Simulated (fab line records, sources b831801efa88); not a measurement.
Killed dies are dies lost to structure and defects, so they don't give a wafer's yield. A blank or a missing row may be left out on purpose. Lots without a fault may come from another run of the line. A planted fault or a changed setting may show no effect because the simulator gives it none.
Split-lot experiment | flow sfq_line | 5 lots, 27 wafers read, on a route of 325 steps

THE SPLIT
At SFQ_TRILAYER_R5_BARC_OPEN_METAL_ETCH_177 (etches BARC in O2, target depth 125 nm, time 41.7 s), the setting time_s was moved away from the recipe's 41.7 s on 9 of the 27 wafers read, by -56.9% to +33.1%. The other wafers ran this setting at the recipe's value.

The reading is taken at the split's own step.

THE READING
oes_product_au, in a.u., at SFQ_TRILAYER_R5_BARC_OPEN_METAL_ETCH_177 (etches BARC in O2, target depth 125 nm, time 41.7 s). Fault-free wafers of this fab line usually give 0.685 a.u., standard deviation 0.0044 a.u..

wafer  | tool, chamber at the split | time_s as run, s | against the recipe | oes_product_au, a.u. | against lot-mates on the recipe
L075.1 | rie_metal-02, 1            | 41.7             | recipe             | 0.685                | -
L075.2 | rie_metal-02, 0            | 41.7             | recipe             | 0.690                | -
L075.3 | rie_metal-02, 1            | 17.99            | -56.9%             | 0.997                | +0.308
L075.4 | rie_metal-02, 0            | 17.99            | -56.9%             | 1.002                | +0.313
L075.5 | rie_metal-02, 1            | 41.7             | recipe             | 0.691                | -
L075.6 | rie_metal-02, 0            | 17.99            | -56.9%             | 1.000                | +0.311
L076.3 | rie_metal-03, 1            | 41.7             | recipe             | 0.693                | -
L076.4 | rie_metal-03, 0            | 41.7             | recipe             | 0.684                | -
L076.5 | rie_metal-03, 0            | 41.7             | recipe             | 0.692                | -
L078.1 | rie_metal-02, 1            | 21.94            | -47.4%             | 0.962                | +0.280
L078.2 | rie_metal-02, 0            | 21.94            | -47.4%             | 0.958                | +0.276
L078.3 | rie_metal-02, 1            | 41.7             | recipe             | 0.682                | -
L078.4 | rie_metal-02, 0            | 21.94            | -47.4%             | 0.967                | +0.285
L078.5 | rie_metal-02, 0            | 41.7             | recipe             | 0.684                | -
L078.6 | rie_metal-02, 1            | 41.7             | recipe             | 0.680                | -
L080.1 | rie_metal-02, 0            | 41.7             | recipe             | 0.681                | -
L080.2 | rie_metal-02, 1            | 41.7             | recipe             | 0.676                | -
L080.3 | rie_metal-02, 0            | 41.7             | recipe             | 0.680                | -
L080.4 | rie_metal-02, 1            | 41.7             | recipe             | 0.685                | -
L080.5 | rie_metal-02, 0            | 41.7             | recipe             | 0.683                | -
L080.6 | rie_metal-02, 1            | 41.7             | recipe             | 0.688                | -
L084.1 | rie_metal-03, 0            | 55.49            | +33.1%             | 0.657                | -0.033
L084.2 | rie_metal-03, 1            | 41.7             | recipe             | 0.682                | -
L084.3 | rie_metal-03, 0            | 55.49            | +33.1%             | 0.655                | -0.035
L084.4 | rie_metal-03, 1            | 55.49            | +33.1%             | 0.655                | -0.035
L084.5 | rie_metal-03, 0            | 41.7             | recipe             | 0.694                | -
L084.6 | rie_metal-03, 1            | 41.7             | recipe             | 0.695                | -

THE FIT
A straight line over all 27 wafers: oes_product_au changes by -0.00458 a.u. for each +1% of time_s; r = -0.94; the points scatter about the line by 0.043 a.u..
The same after taking each lot's own level away (the mean of its wafers on the recipe; 27 wafers): -0.00461 a.u. for each +1%; r = -0.95; scatter 0.042 a.u..
On that fit, the largest move of time_s shifts the reading by 0.26 a.u..
The lots' own levels span 0.6820 to 0.6903 a.u., that is 1.9 times the standard deviation above.
So the lot-to-lot level changes the slope little: the two slopes agree.
Check: with one of the wafers moved furthest among these (-56.9%) left out of the fit, the line predicts +0.283 a.u. for it against its lot-mates. It came out at +0.308 a.u. against them.
Tool readings at the split's step, against how far the setting was moved: oes_product_au r = -0.94.

OTHER SPLITS ON THESE WAFERS
These wafers also went through other splits before the reading. Each is held against what the fit with the lots' levels taken away leaves over:
other split on the same wafers                    | wafers away from the commonest value | r with oes_product_au (lot level and that fit taken away)
SFQ_TRILAYER_I3_VIA_BARC_OPEN_VIA_ETCH_121 time_s | 9                                    | +0.09
SFQ_TRILAYER_JJ_TRILAYER_DEP_SPUTTER_112 time_s   | 12                                   | -0.06
SFQ_TRILAYER_M5_BARC_OPEN_METAL_ETCH_161 time_s   | 12                                   | -0.03

THE WHOLE CHAIN: every reading that the file lists as answering this split, in the file's order
step                                     | what it does                                        | reading                                                                                   | change (the file's fit)                   | r (the file's)
SFQ_TRILAYER_R5_BARC_OPEN_METAL_ETCH_177 | etches BARC in O2, target depth 125 nm, time 41.7 s | oes_product_au                                                                            | -0.00489 a.u. for each +1% of the setting | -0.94
SFQ_TRILAYER_R5_BARC_OPEN_METAL_ETCH_177 | etches BARC in O2, target depth 125 nm, time 41.7 s | KrF_of_TRILAYER_R5_LITHO_COAT_136.thk_nm (the simulator's own value, which no gauge read) | -0.501 nm for each +1% of the setting     | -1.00

THE FILE'S OWN FIT
oes_product_au changes by -0.00489 a.u. for each +1% of time_s, r = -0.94.
